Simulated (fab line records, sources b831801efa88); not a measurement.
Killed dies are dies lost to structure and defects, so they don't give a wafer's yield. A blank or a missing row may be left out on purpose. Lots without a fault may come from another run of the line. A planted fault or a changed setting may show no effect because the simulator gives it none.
Problem report in the 8D (eight disciplines) form, filled by code | flow sky130 | the parts of the form that need people (team, actions taken, sign-off) are left out

1. THE PROBLEM
heater_power_total_W at SKY_VT_ADJUST_NCORE_SOFTBAKE_03 reads a mean of 57.09 W on 3 wafers of 2 lots; wafers without a fault read 56.60 W with a standard deviation of 0.05. That is +9.7 standard deviations from the usual mean.
The step: time 60 s.
First seen on wafer L150.3, day 9 23:23, on litho_track-02. The record holds 37 wafers of 13 lots with a number at this step. Rule for "out", or "out of limits": more than 4 standard deviations from the usual mean. The other wafers with a number count as sound.

2. WHAT IT IS AND WHAT IT IS NOT
question                    | is                                 | is not
which readings at this step | heater_power_total_W, run_length_s | chill_plate_temp_C, exhaust_pa, resist_line_temp_C
which lots                  | L150, L152                         | L144, L145, L156, L159, L160, L161, L163, L164, L165, L166, L167
which wafers of those lots  | L150.3, L150.5, L152.5             | L152.2
read on which tools         | litho_track-02                     | litho_track-03, litho_track-04
when                        | from day 9 23:23                   | up to then (6 sound wafers); but 28 sound wafers of L152, L156, L159, L160, L161, L163, L164, L165, L166, L167 came after

3. SUSPECTS, AND WHAT RULES EACH OUT
Counting: a tool at a process step up to the reading stays a suspect if it ran every lot that is out. Sound lots after the first of them don't rule it out here, since some wafers of a struck lot are sound.
- rie_diel-04 at SKY_FIELD_ISO_ETCH_14 (etches BARC in N2/H2, stops on SiO2, time 45.9 s, target depth 60 nm): kept. It ran every lot that is out, first L150 (day 3 14:49); its last sound lot up to then is L145 (day 2 09:55).
- litho_track-02 at SKY_VT_ADJUST_NCORE_SOFTBAKE_03 (time 60 s): kept. It ran every lot that is out, first L150 (day 9 23:23). Its own readings are out on those wafers: heater_power_total_W, run_length_s.
Left after counting: rie_diel-04 at SKY_FIELD_ISO_ETCH_14, litho_track-02 at SKY_VT_ADJUST_NCORE_SOFTBAKE_03.

4. THE CAUSE (what the simulator had put in)
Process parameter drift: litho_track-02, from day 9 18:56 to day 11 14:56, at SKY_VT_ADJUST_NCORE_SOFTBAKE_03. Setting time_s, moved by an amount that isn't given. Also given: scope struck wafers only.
Counting left 2 suspects, and this tool is among them.

5. THE CHAIN OF EFFECTS, in route order
Each row: a reading whose mean over the struck wafers that have a number lies more than 3 standard deviations from the usual. Only readings for which the record gives a usual standard deviation are gone through. hours: the time from each lot's start at the first step in this table that gives one to its start at this step, as a median over the lots. sigmas: the change in usual standard deviations.
hours | step                            | reading              | usual   | on struck wafers | change | sigmas
0     | SKY_VT_ADJUST_NCORE_SOFTBAKE_03 | heater_power_total_W | 56.60 W | 57.09            | +0.49  | +9.7
0     | SKY_VT_ADJUST_NCORE_SOFTBAKE_03 | run_length_s         | 89.14 s | 87.49            | -1.65  | -6.3
The process steps in it:
- SKY_VT_ADJUST_NCORE_SOFTBAKE_03: time 60 s.

6. WHAT WOULD HAVE CAUGHT IT SOONER
In this record the first reading out of limits was taken at day 9 23:23, 4 hours after the fault began at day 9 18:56.
